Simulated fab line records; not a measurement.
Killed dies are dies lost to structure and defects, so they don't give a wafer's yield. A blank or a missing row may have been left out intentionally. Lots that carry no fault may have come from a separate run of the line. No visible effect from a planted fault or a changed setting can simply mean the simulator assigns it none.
fab line records + flow sky130
record:
- lots: 11
- wafers: 33
- last_day: 50
route steps=708 shown DNWELL@43 SONOS_TUNNEL@166 SONOS_ONO@168
lots that met no fault: from a run of the same line without faults
start_h: hours from the record's opening day to when the first of the lot's shown wafers began + wait_h: how many hours have passed since the lot's step before this one + " as in the row above + L1.1+2: a single row standing in for several wafers + - no value present, or no start provided + * or withheld: withheld + < > ~ a bound
route shown NAME@n: a module of which the file shows steps, and the number in the route of the first + usual: average and standard deviation across the fault-free wafers + same: alike in all rows + chamber/n: place in a boat + sites: readings site by site + _std_site: standard deviation across them + _edge_site: mean of outer sites minus mean of inner sites + radius_mm: for every site, how far away it sits from the centre of the wafer + mask NAME#n: copy n + behind: the tool/chamber that last shaped the wafer + hold: why the lot was held/for how many hours/how that ended + device: the transistor (n, p or np) that didn't switch + end of line: at the end of the route, the tests of the same wafers + where a step has no rows: the recipe by itself + killed: dies that structure and defects cost at the first sort, which is not the same as the wafer's yield + map: a wafer's dies, marking killed ones x, the rest . and places with no die _
set.NAME: the run value of the setting; set.NAME@STEP: its run value at that earlier step + model.NAME: the simulator's own value behind a step, which no gauge read
a sample of lots followed through the steps of the route, with each step as a table and each wafer as a row
services: from which hour (start_h, from the record's first day; less than 0 if before it) a tool's chamber was out of use, for how many hours, and why
== steps ==
step: SKY_DNWELL_STRIP_08
recipe:
- chemistry: O2/N2
- power_w: 1400
- pressure_mtorr: 1500
- platen_temp_c: withheld
- o2_flow_sccm: 3000
- n2_flow_sccm: 300
- overash_fraction: 0.5
usual:
- drypump_motor_current_A: 6.0/0.49
- oes_product_au: 0.722/0.0045
- strip_time_to_endpoint_s: 36.92/0.11
| lot.wafer | tool            | chamber | start_h | wait_h | drypump_motor_current_A | oes_product_au | rf_hours_counter_h | strip_time_to_endpoint_s |
|-----------|-----------------|---------|---------|--------|-------------------------|----------------|--------------------|--------------------------|
| L683.1    | plasma_asher-02 | 1       | 61.83   | 0.1    | 6.1                     | 0.717          | 25                 | 36.85                    |
| L683.4    | "               | 1       | "       | "      | 6.1                     | 0.720          | -                  | 36.85                    |
| L683.5    | "               | 0       | "       | "      | 5.0                     | 0.727          | -                  | 36.86                    |
| L684.2    | plasma_asher-02 | 0       | 63.59   | 0.1    | 5.0                     | 0.722          | 25                 | 36.97                    |
| L684.3    | "               | 0       | "       | "      | 5.0                     | 0.722          | -                  | 37.03                    |
| L684.6    | "               | 0       | "       | "      | 5.0                     | 0.718          | -                  | 36.99                    |
| L685.1    | plasma_asher-03 | 1       | 64.16   | 0.1    | 6.2                     | 0.718          | 37                 | 36.85                    |
| L685.2    | "               | 0       | "       | "      | 5.9                     | 0.730          | 37                 | 36.97                    |
| L685.3    | "               | 1       | "       | "      | 6.2                     | 0.714          | -                  | 36.98                    |
| L686.1    | plasma_asher-03 | 0       | 68.56   | 0.1    | 6.0                     | 0.726          | 38                 | 36.98                    |
| L686.3    | "               | 1       | "       | "      | 6.2                     | 0.730          | -                  | 37.07                    |
| L686.4    | "               | 0       | "       | "      | 5.9                     | 0.728          | -                  | 36.89                    |
| L688.2    | plasma_asher-01 | 0       | 80.49   | 0.1    | 6.6                     | 0.716          | 40                 | 36.96                    |
| L688.3    | "               | 1       | "       | "      | 5.8                     | 0.727          | -                  | 36.91                    |
| L688.6    | "               | 0       | "       | "      | 6.6                     | 0.717          | -                  | 36.84                    |
| L689.1    | plasma_asher-01 | 0       | 84.53   | 0.1    | 6.6                     | 0.725          | 40                 | 36.94                    |
| L689.2    | "               | 1       | "       | "      | 5.9                     | 0.727          | 40                 | 36.88                    |
| L689.4    | "               | 1       | "       | "      | 5.8                     | 0.724          | -                  | 36.84                    |
| L690.3    | plasma_asher-02 | 1       | 90.94   | 0.1    | 6.1                     | 0.720          | -                  | 37.06                    |
| L690.4    | "               | 0       | "       | "      | 5.0                     | 0.724          | -                  | 37.01                    |
| L690.6    | "               | 1       | "       | "      | 6.1                     | 0.725          | -                  | 36.99                    |
| L699.1    | plasma_asher-03 | 1       | 137.76  | 0.1    | 6.2                     | 0.715          | 45                 | 36.87                    |
| L699.2    | "               | 0       | "       | "      | 5.9                     | 0.721          | 45                 | 36.87                    |
| L699.6    | "               | 1       | "       | "      | 6.2                     | 0.727          | -                  | 36.72                    |
| L700.1    | plasma_asher-02 | 1       | 145.79  | 0.1    | 6.1                     | 0.723          | 33                 | 36.85                    |
| L700.3    | "               | 1       | "       | "      | 6.1                     | 0.718          | -                  | 36.90                    |
| L700.6    | "               | 1       | "       | "      | 6.1                     | 0.722          | -                  | 36.89                    |
| L701.1    | plasma_asher-02 | 0       | 150.01  | 0.1    | 5.0                     | 0.713          | 34                 | 36.96                    |
| L701.2    | "               | 1       | "       | "      | 6.1                     | 0.724          | 34                 | 36.95                    |
| L701.6    | "               | 0       | "       | "      | 5.0                     | 0.723          | -                  | 36.97                    |
| L706.1    | plasma_asher-01 | 0       | 184.16  | 0.1    | 6.6                     | 0.718          | 7                  | 36.72                    |
| L706.3    | "               | 1       | "       | "      | 5.8                     | 0.726          | -                  | 36.77                    |
| L706.6    | "               | 0       | "       | "      | 6.6                     | 0.721          | -                  | 36.82                    |
step: SKY_SONOS_TUNNEL_TW_MEAS_12
usual:
- SONOS_TUNNEL_TW: 196.3/1.8
| lot.wafer | tool          | chamber | start_h | wait_h | SONOS_TUNNEL_TW |
|-----------|---------------|---------|---------|--------|-----------------|
| L683.1    | film_metro-01 | -       | 261.15  | 0.0    | 192.2           |
| L683.4    | "             | -       | "       | "      | 193.3           |
| L683.5    | "             | -       | "       | "      | 193.8           |
| L684.2    | film_metro-03 | -       | 263.10  | 0.0    | 199.6           |
| L684.3    | "             | -       | "       | "      | 200.6           |
| L684.6    | "             | -       | "       | "      | 199.6           |
| L685.1    | film_metro-02 | -       | 265.67  | 0.0    | 197.9           |
| L685.2    | "             | -       | "       | "      | 196.6           |
| L685.3    | "             | -       | "       | "      | 196.4           |
| L686.1    | film_metro-01 | -       | 273.72  | 0.0    | 196.3           |
| L686.3    | "             | -       | "       | "      | 196.4           |
| L686.4    | "             | -       | "       | "      | 196.1           |
| L688.2    | film_metro-02 | -       | 292.31  | 0.0    | 196.2           |
| L688.3    | "             | -       | "       | "      | 196.3           |
| L688.6    | "             | -       | "       | "      | 195.8           |
| L689.1    | film_metro-02 | -       | 299.90  | 0.0    | 196.3           |
| L689.2    | "             | -       | "       | "      | 197.3           |
| L689.4    | "             | -       | "       | "      | 197.1           |
| L690.3    | film_metro-01 | -       | 307.47  | 0.0    | 194.8           |
| L690.4    | "             | -       | "       | "      | 195.1           |
| L690.6    | "             | -       | "       | "      | 194.7           |
| L699.1    | film_metro-01 | -       | 375.57  | 0.0    | 195.8           |
| L699.2    | "             | -       | "       | "      | 194.0           |
| L699.6    | "             | -       | "       | "      | 196.1           |
| L700.1    | film_metro-02 | -       | 387.62  | 0.0    | 195.5           |
| L700.3    | "             | -       | "       | "      | 195.8           |
| L700.6    | "             | -       | "       | "      | 197.6           |
| L701.1    | film_metro-01 | -       | 394.09  | 0.0    | 195.4           |
| L701.2    | "             | -       | "       | "      | 195.6           |
| L701.6    | "             | -       | "       | "      | 195.5           |
| L706.1    | film_metro-01 | -       | 444.63  | 0.0    | 194.8           |
| L706.3    | "             | -       | "       | "      | 195.7           |
| L706.6    | "             | -       | "       | "      | 196.0           |
step: SKY_SONOS_ONO_OXIDATION_00
recipe:
- temp_c: 800
- ambient: O2
- idle_temp_c: 700
- ramp_up_c_per_min: 10
- ramp_down_c_per_min: 3
- stabilise_s: 600
- purge_s: 300
- target_thk_a: 26
- ox_time_s: 1249
usual:
- spike_tc_centre_C: 800.1/1.9
- spike_tc_lower_C: 801.2/1
- spike_tc_top_C: 814.0/1.7
- spike_tc_upper_C: 800.5/1.3
- tube_center_temp_C: 800/0.071
- tube_center_temp_C_max: 802.1/0.37
| lot.wafer | tool       | chamber | start_h | wait_h | spike_tc_centre_C | spike_tc_lower_C | spike_tc_top_C | spike_tc_upper_C | tube_center_temp_C | tube_center_temp_C_max |
|-----------|------------|---------|---------|--------|-------------------|------------------|----------------|------------------|--------------------|------------------------|
| L683.1    | furnace-01 | 0       | 262.18  | 1.0    | 798.2             | 799.1            | 812.0          | 802.2            | 799.88             | 801.9                  |
| L683.4    | "          | 0       | "       | "      | 798.9             | 799.8            | 812.6          | 801.4            | 800.06             | 802.5                  |
| L683.5    | "          | 0       | "       | "      | 796.6             | 799.8            | 811.8          | 802.8            | 800.03             | 802.5                  |
| L684.2    | furnace-01 | 0       | 263.53  | 0.4    | 797.1             | 800.6            | 814.7          | 801.2            | 800.01             | 802.1                  |
| L684.3    | "          | 0       | "       | "      | 798.2             | 800.8            | 811.6          | 801.8            | 800.06             | 802.3                  |
| L684.6    | "          | 0       | "       | "      | 796.7             | 802.1            | 811.2          | 800.7            | 799.95             | 801.8                  |
| L685.1    | furnace-01 | 0       | 266.05  | 0.3    | 798.6             | 799.5            | 813.5          | 801.6            | 799.93             | 801.4                  |
| L685.2    | "          | 0       | "       | "      | 798.3             | 800.9            | 812.3          | 802.7            | 799.99             | 802.1                  |
| L685.3    | "          | 0       | "       | "      | 796.8             | 799.8            | 811.8          | 799.8            | 799.95             | 802.0                  |
| L686.1    | furnace-01 | 0       | 273.80  | 0.0    | 799.1             | 800.6            | 812.6          | 802.2            | 799.96             | 802.0                  |
| L686.3    | "          | 0       | "       | "      | 797.4             | 800.4            | 813.0          | 801.2            | 800                | 803.6                  |
| L686.4    | "          | 0       | "       | "      | 798.9             | 803.2            | 811.7          | 800.9            | 799.99             | 802.1                  |
| L688.2    | furnace-02 | 0       | 293.41  | 1.0    | 801.5             | 800.3            | 817.0          | 801.2            | 799.95             | 801.7                  |
| L688.3    | "          | 0       | "       | "      | 800.8             | 801.1            | 816.3          | 801.2            | 800.01             | 801.8                  |
| L688.6    | "          | 0       | "       | "      | 800.1             | 801.4            | 816.8          | 798.4            | 800.08             | 802.3                  |
| L689.1    | furnace-02 | 0       | 300.56  | 0.6    | 801.1             | 800.9            | 814.7          | 797.5            | 799.87             | 801.6                  |
| L689.2    | "          | 0       | "       | "      | 802.2             | 802.0            | 814.5          | 800.0            | 800                | 801.8                  |
| L689.4    | "          | 0       | "       | "      | 801.5             | 801.0            | 815.4          | 799.4            | 800.02             | 801.9                  |
| L690.3    | furnace-02 | 0       | 307.52  | 0.0    | 802.4             | 799.7            | 816.5          | 799.0            | 800.01             | 801.9                  |
| L690.4    | "          | 0       | "       | "      | 801.5             | 800.1            | 814.6          | 800.9            | 799.9              | 801.8                  |
| L690.6    | "          | 0       | "       | "      | 803.8             | 801.5            | 816.0          | 800.0            | 800.05             | 801.9                  |
| L699.1    | furnace-02 | 0       | 376.66  | 1.0    | 805.7             | 803.6            | 818.8          | 803.9            | 804.09             | 806.1                  |
| L699.2    | "          | 0       | "       | "      | 806.1             | 806.2            | 818.9          | 804.9            | 804.11             | 805.8                  |
| L699.6    | "          | 0       | "       | "      | 806.1             | 805.3            | 819.5          | 802.4            | 804.13             | 806.8                  |
| L700.1    | furnace-01 | 0       | 391.99  | 4.3    | 800.8             | 800.6            | 811.5          | 801.8            | 800.02             | 801.6                  |
| L700.3    | "          | 0       | "       | "      | 796.5             | 800.5            | 813.6          | 802.0            | 799.96             | 801.7                  |
| L700.6    | "          | 0       | "       | "      | 798.1             | 800.9            | 812.4          | 800.8            | 800.07             | 801.8                  |
| L701.1    | furnace-02 | 0       | 395.20  | 1.0    | 804.4             | 807.1            | 819.2          | 804.7            | 804.02             | 806.2                  |
| L701.2    | "          | 0       | "       | "      | 806.6             | 805.6            | 821.0          | 803.4            | 804.08             | 806.1                  |
| L701.6    | "          | 0       | "       | "      | 804.2             | 805.4            | 819.8          | 804.5            | 804.18             | 806.6                  |
| L706.1    | furnace-01 | 0       | 445.72  | 1.0    | 798.4             | 800.3            | 812.0          | 801.2            | 799.93             | 801.6                  |
| L706.3    | "          | 0       | "       | "      | 797.7             | 801.1            | 812.3          | 802.6            | 800.02             | 801.5                  |
| L706.6    | "          | 0       | "       | "      | 797.4             | 802.4            | 811.5          | 801.3            | 800.05             | 801.8                  |
step: SKY_SONOS_ONO_THK_MEAS_01
recipe:
- reads: SiO2_of_SONOS_ONO_OXIDATION_00
usual:
- SONOS_ONO_OXIDATION_THK: 2.59/0.06
| lot.wafer | tool          | chamber | start_h | wait_h | SONOS_ONO_OXIDATION_THK[nm] |
|-----------|---------------|---------|---------|--------|-----------------------------|
| L683.1    | film_metro-01 | -       | 263.53  | 0.0    | 2.67                        |
| L683.4    | "             | -       | "       | "      | 2.69                        |
| L683.5    | "             | -       | "       | "      | 2.65                        |
| L684.2    | film_metro-01 | -       | 264.89  | 0.0    | 2.60                        |
| L684.3    | "             | -       | "       | "      | 2.65                        |
| L684.6    | "             | -       | "       | "      | 2.59                        |
| L685.1    | film_metro-04 | -       | 267.40  | 0.0    | 2.65                        |
| L685.2    | "             | -       | "       | "      | 2.59                        |
| L685.3    | "             | -       | "       | "      | 2.60                        |
| L686.1    | film_metro-04 | -       | 275.14  | 0.0    | 2.73                        |
| L686.3    | "             | -       | "       | "      | 2.69                        |
| L686.4    | "             | -       | "       | "      | 2.68                        |
| L688.2    | film_metro-02 | -       | 294.77  | 0.0    | 2.65                        |
| L688.3    | "             | -       | "       | "      | 2.62                        |
| L688.6    | "             | -       | "       | "      | 2.63                        |
| L689.1    | film_metro-04 | -       | 301.91  | 0.0    | 2.56                        |
| L689.2    | "             | -       | "       | "      | 2.59                        |
| L689.4    | "             | -       | "       | "      | 2.60                        |
| L690.3    | film_metro-02 | -       | 308.89  | 0.0    | 2.65                        |
| L690.4    | "             | -       | "       | "      | 2.56                        |
| L690.6    | "             | -       | "       | "      | 2.57                        |
| L699.1    | film_metro-01 | -       | 378.00  | 0.0    | 2.72                        |
| L699.2    | "             | -       | "       | "      | 2.76                        |
| L699.6    | "             | -       | "       | "      | 2.67                        |
| L700.1    | film_metro-04 | -       | 393.34  | 0.0    | 2.63                        |
| L700.3    | "             | -       | "       | "      | 2.55                        |
| L700.6    | "             | -       | "       | "      | 2.57                        |
| L701.1    | film_metro-01 | -       | 396.55  | 0.0    | 2.80                        |
| L701.2    | "             | -       | "       | "      | 2.81                        |
| L701.6    | "             | -       | "       | "      | 2.83                        |
| L706.1    | film_metro-02 | -       | 447.06  | 0.0    | 2.50                        |
| L706.3    | "             | -       | "       | "      | 2.62                        |
| L706.6    | "             | -       | "       | "      | 2.57                        |
step: SKY_SONOS_ONO_THK_MEAS_03
recipe:
- reads: Si3N4_of_SONOS_ONO_CVD_02
usual:
- SONOS_ONO_CVD_02_THK: 10.60/0.13
| lot.wafer | tool          | chamber | start_h | wait_h | SONOS_ONO_CVD_02_THK[nm] |
|-----------|---------------|---------|---------|--------|--------------------------|
| L683.1    | film_metro-02 | -       | 267.23  | 0.0    | 10.61                    |
| L683.4    | "             | -       | "       | "      | 10.71                    |
| L683.5    | "             | -       | "       | "      | 10.59                    |
| L684.2    | film_metro-01 | -       | 267.30  | 0.1    | 10.75                    |
| L684.3    | "             | -       | "       | "      | 10.58                    |
| L684.6    | "             | -       | "       | "      | 10.66                    |
| L685.1    | film_metro-01 | -       | 270.96  | 0.0    | 10.60                    |
| L685.2    | "             | -       | "       | "      | 10.76                    |
| L685.3    | "             | -       | "       | "      | 10.59                    |
| L686.1    | film_metro-04 | -       | 276.25  | 0.0    | 10.67                    |
| L686.3    | "             | -       | "       | "      | 10.81                    |
| L686.4    | "             | -       | "       | "      | 10.63                    |
| L688.2    | film_metro-01 | -       | 296.32  | 0.0    | 10.50                    |
| L688.3    | "             | -       | "       | "      | 10.64                    |
| L688.6    | "             | -       | "       | "      | 10.50                    |
| L689.1    | film_metro-02 | -       | 303.02  | 0.0    | 10.59                    |
| L689.2    | "             | -       | "       | "      | 10.60                    |
| L689.4    | "             | -       | "       | "      | 10.57                    |
| L690.3    | film_metro-01 | -       | 310.29  | 0.0    | 10.47                    |
| L690.4    | "             | -       | "       | "      | 10.48                    |
| L690.6    | "             | -       | "       | "      | 10.45                    |
| L699.1    | film_metro-01 | -       | 379.55  | 0.0    | 10.84                    |
| L699.2    | "             | -       | "       | "      | 10.83                    |
| L699.6    | "             | -       | "       | "      | 10.89                    |
| L700.1    | film_metro-04 | -       | 395.11  | 0.0    | 10.57                    |
| L700.3    | "             | -       | "       | "      | 10.53                    |
| L700.6    | "             | -       | "       | "      | 10.46                    |
| L701.1    | film_metro-04 | -       | 400.51  | 0.0    | 10.52                    |
| L701.2    | "             | -       | "       | "      | 10.49                    |
| L701.6    | "             | -       | "       | "      | 10.60                    |
| L706.1    | film_metro-02 | -       | 448.17  | 0.0    | 10.63                    |
| L706.3    | "             | -       | "       | "      | 10.60                    |
| L706.6    | "             | -       | "       | "      | 10.54                    |
== services ==
| tool            | chamber | start_h | hours | kind   |
|-----------------|---------|---------|-------|--------|
| plasma_asher-03 | -       | 42.54   | 6.6   | pm     |
| plasma_asher-01 | -       | 57.41   | 2.3   | repair |
| furnace-01      | -       | 95.33   | 2.8   | pm     |
| plasma_asher-01 | -       | 108.75  | 9.0   | pm     |
| furnace-01      | -       | 140.87  | 3.2   | repair |
| furnace-01      | -       | 144.05  | 12.6  | pm     |
| plasma_asher-03 | -       | 144.88  | 0.7   | repair |
| plasma_asher-02 | -       | 155.12  | 2.2   | repair |
| plasma_asher-03 | -       | 156.42  | 13.1  | repair |
| furnace-01      | -       | 160.70  | 2.8   | pm     |
| plasma_asher-03 | -       | 168.40  | 0.4   | repair |
| furnace-02      | -       | 188.05  | 2.7   | pm     |
| plasma_asher-03 | -       | 213.50  | 2.7   | repair |
| furnace-02      | -       | 248.25  | 3.0   | pm     |
| furnace-01      | -       | 255.04  | 2.7   | pm     |
| plasma_asher-01 | -       | 255.79  | 0.8   | repair |
| plasma_asher-01 | -       | 257.47  | 2.8   | pm     |
| plasma_asher-03 | -       | 306.54  | 2.8   | pm     |
| furnace-01      | -       | 337.88  | 4.4   | repair |
| furnace-02      | -       | 356.05  | 3.6   | pm     |
| furnace-02      | -       | 364.29  | 3.4   | pm     |
| furnace-02      | -       | 379.41  | 10.1  | pm     |
| plasma_asher-02 | -       | 403.98  | 2.8   | pm     |
| plasma_asher-02 | -       | 415.85  | 15.6  | pm     |
== key ==
first_sign:
- step: SKY_SONOS_ONO_OXIDATION_00
- reading: tube_center_temp_C
- direction: up
- sigmas: 51
- usual: *
- struck: *
effect:
- step: SKY_SONOS_ONO_OXIDATION_00
- reading: tube_center_temp_C_max
- direction: up
- sigmas: 11
- usual: *
- struck: *
effect:
- step: SKY_SONOS_ONO_THK_MEAS_01
- reading: SONOS_ONO_OXIDATION_THK
- direction: up
- sigmas: 2.8
- usual: 2.59
- struck: 2.76
met_at SKY_SONOS_ONO_OXIDATION_00
struck_lots L699,L701
tester_left_out L699,L701
not_acting_at SKY_DNWELL_STRIP_08,SKY_SONOS_TUNNEL_TW_MEAS_12,SKY_SONOS_ONO_THK_MEAS_03
onset_between 307.52 376.66
fault:
- kind: process_parameter_drift
- tool: furnace-02
- chamber: -
- onset_h: 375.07
- steps: SKY_SONOS_ONO_OXIDATION_00
- channel: temp_c
- offset: *
- shape: step
- end_h: 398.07
- acts_in: *
- stated: *
tester_left_out: of these lots the tester's yield and bins aren't shown, on N5 and GAA mostly nor the transistor test; their killed dies are dies lost to structure and defects alone, not to doping, threshold or leakage, so they don't give the yield
